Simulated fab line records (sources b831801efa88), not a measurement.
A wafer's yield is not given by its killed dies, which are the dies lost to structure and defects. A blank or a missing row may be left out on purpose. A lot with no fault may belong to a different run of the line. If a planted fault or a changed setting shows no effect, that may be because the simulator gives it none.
fab line records	flow sky130
[record] lots = 14	wafers = 41	lastDay = 50
route steps=708 shown FIELD_ISO@1 NWELL@75 VT_ADJUST_PCH@153
lots untouched by any fault: they come from a run of this same line in which no faults occurred
startH: hours from the record's opening day to when the first of the lot's shown wafers began	waitH: hours elapsed since this lot's preceding step	" same as the row above	L1.1+2: one row covering several wafers at once	- no value, or no start given	* or withheld: withheld	< > ~ a bound
route shown NAME@n: NAME is a module with steps in the file, n the number in the route of the first one	usual: average and standard deviation across the fault-free wafers	same: alike in all rows	chamber/n: place in a boat	sites: each site's reading	_std_site: their standard deviation	_edge_site: inner sites' mean taken away from outer sites' mean	radiusMm: how far each site lies from the wafer's centre	mask NAME#n: copy n	behind: tool/chamber where the wafer was last shaped	hold: cause of the lot's hold/its duration in hours/its outcome	device: transistor that didn't switch, given as n, p or np	end of line: tests of these same wafers at the route's end	for a step that has no rows: nothing shown but its recipe	killed: the dies lost at the first sort to structure and to defects; this is not the yield of the wafer	map: dies across one wafer; x = killed, . = not, _ = none there
set.NAME: setting as actually run; set.NAME@STEP: the setting as run at that earlier step	model.NAME: the simulator's own value behind a step, which no gauge read
steps of the route over a sample of lots; a table a step, a row a wafer
services: a tool's chamber out of use, with start hour (startH, from the record's first day; less than 0 if before it), hours out, and reason
[[steps]]
[step SKY_FIELD_ISO_BOW_MEAS_00]
[recipe] mode = bow
[usual] INCOMING_BOW = 1/6.5
lot.wafer	tool	chamber	startH	waitH	INCOMING_BOW[um]
L526.2	filmMetro-01	-	10.02	-	4
L526.4	"	-	"	"	-1
L526.5	"	-	"	"	5
L527.1	filmMetro-03	-	15.00	-	-5
L527.2	"	-	"	"	-4
L527.6	"	-	"	"	5
L528.1	filmMetro-02	-	20.00	-	-3
L528.3	"	-	"	"	5
L528.5	"	-	"	"	8
L529.1	filmMetro-01	-	25.00	-	7
L529.4	"	-	"	"	1
L529.6	"	-	"	"	6
L530.2	filmMetro-03	-	30.02	-	4
L530.3	"	-	"	"	4
L530.4	"	-	"	"	21
L534.1	filmMetro-01	-	50.00	-	15
L534.2	"	-	"	"	4
L534.5	"	-	"	"	-12
L536.2	filmMetro-03	-	60.02	-	-11
L536.4	"	-	"	"	-8
L536.6	"	-	"	"	-4
L538.4	filmMetro-02	-	70.06	-	6
L538.6	"	-	"	"	0
L539.1	filmMetro-02	-	75.00	-	-16
L539.5	"	-	"	"	5
L539.6	"	-	"	"	-9
L540.1	filmMetro-02	-	80.00	-	4
L540.3	"	-	"	"	2
L540.4	"	-	"	"	18
L544.4	filmMetro-02	-	100.06	-	8
L544.5	"	-	"	"	1
L544.6	"	-	"	"	-8
L545.3	filmMetro-01	-	105.04	-	7
L545.4	"	-	"	"	0
L545.6	"	-	"	"	8
L546.1	filmMetro-03	-	110.00	-	2
L546.4	"	-	"	"	-7
L546.5	"	-	"	"	-1
L549.1	filmMetro-02	-	125.00	-	-8
L549.3	"	-	"	"	-3
L549.6	"	-	"	"	-4
[step SKY_FIELD_ISO_CMP_27]
[recipe] stopOn = Si3N4	tOverpolishS = 16	downForcePsi = 4	platenRpm = 60	targetThkNm = 457.8	padVelocityMS = 0.94248
[usual] motorCurrentA = 11.1/0.87	overpolishRunS = 16.000/0.0093	slurryFlowMlMin = 150.0/0.47	timeToEndpointS = 116/5.3
lot.wafer	tool	chamber	startH	waitH	motorCurrentA	overpolishRunS	slurryFlowMlMin	timeToEndpointS
L526.2	cmp-02	0	35.59	0.1	10.1	16.000	149.5	116
L526.4	"	1	"	"	13.2	15.999	150.5	119
L526.5	"	3	"	"	11.5	15.998	150.3	111
L527.2	cmp-01	2	38.83	0.0	10.7	15.989	149.7	115
L527.1	"	3	"	"	11.3	16.000	150.7	117
L527.6	"	2	"	"	10.9	16.012	150.4	112
L528.3	cmp-02	0	45.85	0.0	10.0	15.988	149.6	127
L528.1	"	2	"	"	11.3	15.992	149.5	113
L528.5	"	1	"	"	12.7	15.989	150.5	123
L529.1	cmp-01	1	50.89	0.1	11.6	16.010	149.9	121
L529.4	"	2	"	"	11.2	15.991	149.4	109
L529.6	"	0	"	"	10.0	15.989	150.4	111
L530.4	cmp-02	1	56.71	0.0	12.4	15.995	150.1	120
L530.2	"	2	"	"	11.7	15.991	149.5	113
L530.3	"	0	"	"	10.0	15.997	150.6	116
L534.2	cmp-02	3	78.99	0.0	11.1	16.005	150.9	120
L534.1	"	2	"	"	11.2	16.000	150.1	117
L534.5	"	3	"	"	10.8	16.003	150.9	119
L536.2	cmp-02	3	85.89	0.0	11.0	16.007	150.8	115
L536.4	"	2	"	"	10.8	15.994	149.7	118
L536.6	"	0	"	"	9.4	15.993	150.1	121
L538.4	cmp-01	1	99.70	0.1	10.9	15.988	149.3	120
L538.6	"	3	"	"	11.1	15.987	150.7	120
L539.1	cmp-01	1	101.37	0.1	11.3	15.999	149.9	123
L539.6	"	2	"	"	10.8	15.989	150.1	118
L539.5	"	3	"	"	11.4	16.009	150.1	118
L540.4	cmp-01	0	106.85	0.0	10.0	16.003	149.7	101
L540.3	"	2	"	"	10.7	15.998	149.7	108
L540.1	"	3	"	"	11.7	16.000	150.5	112
L544.4	cmp-02	3	126.50	0.1	11.2	15.977	150.4	117
L544.5	"	2	"	"	11.4	15.998	149.6	118
L544.6	"	3	"	"	11.5	16.012	150.1	114
L545.3	cmp-01	1	132.65	0.0	11.2	15.992	149.6	115
L545.4	"	3	"	"	11.3	16.013	149.8	112
L545.6	"	2	"	"	10.9	15.994	150.7	114
L546.1	cmp-01	0	136.24	0.0	9.9	15.996	149.6	109
L546.4	"	1	"	"	11.2	16.007	150.9	123
L546.5	"	0	"	"	9.9	16.010	149.6	111
L549.1	cmp-01	1	152.18	0.0	11.7	15.997	150.3	126
L549.3	"	3	"	"	11.6	16.004	149.5	119
L549.6	"	2	"	"	10.3	16.024	150.2	115
[step SKY_NWELL_DEVELOP_22]
[recipe] wallAngleDeg = 90	developer = TMAH	developTimeS = 60	devTempC = 23
[usual] chillPlateTempC = 23.01/0.1	developTimeS = 60/0	resistLineTempC = 22.99/0.11
lot.wafer	tool	chamber	startH	waitH	chillPlateTempC	developTimeS	resistLineTempC
L526.2	lithoTrack-03	0	105	-	22.99	60	23.03
L526.4	"	0	"	"	22.85	60	23.08
L526.5	"	0	"	"	22.75	60	23.00
L527.1	lithoTrack-01	0	107	-	23.18	60	22.99
L527.2	"	0	"	"	23.08	60	22.93
L527.6	"	0	"	"	23.13	60	23.08
L528.1	lithoTrack-01	0	115	-	23.16	60	22.97
L528.3	"	0	"	"	23.03	60	23.02
L528.5	"	0	"	"	23.13	60	23.08
L529.1	lithoTrack-03	0	121	-	23.09	60	23.00
L529.4	"	0	"	"	22.97	60	22.86
L529.6	"	0	"	"	22.91	60	22.80
L530.2	lithoTrack-04	0	129	-	22.99	60	23.11
L530.3	"	0	"	"	22.85	60	23.00
L530.4	"	0	"	"	22.85	60	22.95
L534.1	lithoTrack-04	0	155	-	23.09	60	23.01
L534.2	"	0	"	"	23.02	60	22.94
L534.5	"	0	"	"	23.18	60	23.07
L536.2	lithoTrack-03	0	167	-	23.18	60	23.03
L536.4	"	0	"	"	23.15	60	22.90
L536.6	"	0	"	"	23.07	60	23.00
L538.4	lithoTrack-04	0	181	-	23.02	60	22.95
L538.6	"	0	"	"	23.07	60	23.05
L539.1	lithoTrack-04	0	182	-	23.02	60	22.83
L539.5	"	0	"	"	22.84	60	22.92
L539.6	"	0	"	"	22.91	60	22.88
L540.1	lithoTrack-04	0	190	-	23.01	60	23.13
L540.3	"	0	"	"	22.95	60	23.07
L540.4	"	0	"	"	23.08	60	22.99
L544.4	lithoTrack-04	0	211	-	22.95	60	23.01
L544.5	"	0	"	"	22.90	60	23.08
L544.6	"	0	"	"	23.17	60	23.02
L545.3	lithoTrack-01	-	219	-	-	-	-
L545.4	"	-	"	"	-	-	-
L545.6	"	-	"	"	-	-	-
L546.1	lithoTrack-04	-	221	-	-	-	-
L546.4	"	-	"	"	-	-	-
L546.5	"	-	222	-	-	-	-
L549.1	lithoTrack-01	0	242	-	22.93	60	23.10
L549.3	"	0	"	"	23.00	60	23.06
L549.6	"	0	"	"	22.89	60	23.10
[step SKY_VT_ADJUST_PCH_TW_MEAS_10]
[usual] VT_ADJUST_PCH_TW = 142.4/0.93
lot.wafer	tool	chamber	startH	waitH	VT_ADJUST_PCH_TW
L526.2	filmMetro-01	-	231.61	0.1	143.8
L526.4	"	-	"	"	144.0
L526.5	"	-	"	"	144.1
L527.1	filmMetro-04	-	234.35	0.1	142.1
L527.2	"	-	"	"	142.3
L527.6	"	-	"	"	142.5
L528.1	filmMetro-04	-	243.17	0.1	143.1
L528.3	"	-	"	"	142.5
L528.5	"	-	"	"	142.4
L529.1	filmMetro-03	-	249.65	0.1	141.7
L529.4	"	-	"	"	140.8
L529.6	"	-	"	"	141.5
L530.2	filmMetro-01	-	259.49	0.1	143.1
L530.3	"	-	"	"	142.6
L530.4	"	-	"	"	143.0
L534.1	filmMetro-03	-	292.45	0.1	141.9
L534.2	"	-	"	"	141.7
L534.5	"	-	"	"	142.2
L536.2	filmMetro-04	-	309.51	0.1	141.8
L536.4	"	-	"	"	141.4
L536.6	"	-	"	"	141.6
L538.4	filmMetro-04	-	325.23	0.1	141.7
L538.6	"	-	"	"	141.7
L539.1	filmMetro-01	-	326.02	0.1	142.4
L539.5	"	-	"	"	143.0
L539.6	"	-	"	"	142.8
L540.1	filmMetro-04	-	337.75	0.1	142.0
L540.3	"	-	"	"	141.4
L540.4	"	-	"	"	141.9
L544.4	filmMetro-01	-	364.40	0.1	143.8
L544.5	"	-	"	"	143.9
L544.6	"	-	"	"	143.1
L545.3	filmMetro-04	-	374.19	0.1	142.8
L545.4	"	-	"	"	141.9
L545.6	"	-	"	"	142.4
L546.1	filmMetro-01	-	377.32	0.1	143.5
L546.4	"	-	"	"	144.4
L546.5	"	-	"	"	143.1
L549.1	filmMetro-03	-	402.52	0.1	141.4
L549.3	"	-	"	"	142.4
L549.6	"	-	"	"	141.2
[[services]]
tool	chamber	startH	hours	kind
cmp-02	-	23.61	4.1	repair
cmp-01	-	52.44	6.5	pm
cmp-02	-	64.00	4.0	pm
cmp-02	-	68.00	-	consumableReplace:conditioner
cmp-02	-	68.00	-	consumableReplace:pad
cmp-02	-	68.91	3.6	repair
cmp-01	-	73.00	1.0	repair
cmp-02	-	86.55	1.8	repair
cmp-01	-	125.55	2.6	repair
cmp-01	-	133.74	1.2	repair
cmp-02	-	150.36	4.6	repair
cmp-02	-	150.71	2.1	repair
cmp-01	-	154.00	1.9	repair
cmp-01	-	175.18	0.3	repair
cmp-02	-	212.99	7.2	pm
cmp-01	-	232.79	4.0	pm
cmp-01	-	236.79	-	consumableReplace:conditioner
cmp-01	-	236.79	-	consumableReplace:pad
[[key]]
[firstSign] step = SKY_NWELL_DEVELOP_22	reading = toolRecord	direction = missing
effect none on later readings
metAt SKY_NWELL_DEVELOP_22
struckLots L545,L546
rowsEnd L545.3,L545.4,L545.6,L546.1,L546.4,L546.5
notActingAt SKY_FIELD_ISO_BOW_MEAS_00,SKY_FIELD_ISO_CMP_27,SKY_VT_ADJUST_PCH_TW_MEAS_10
onsetBetween 211 219
[fault] kind = skippedStepWhole	tool = lithoTrack-01,lithoTrack-04	chamber = -	onsetH = 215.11	steps = SKY_NWELL_DEVELOP_22	scope = struckLotsOnly
// rowsEnd: these wafers met a further fault down the route, and their rows from its step on are left out
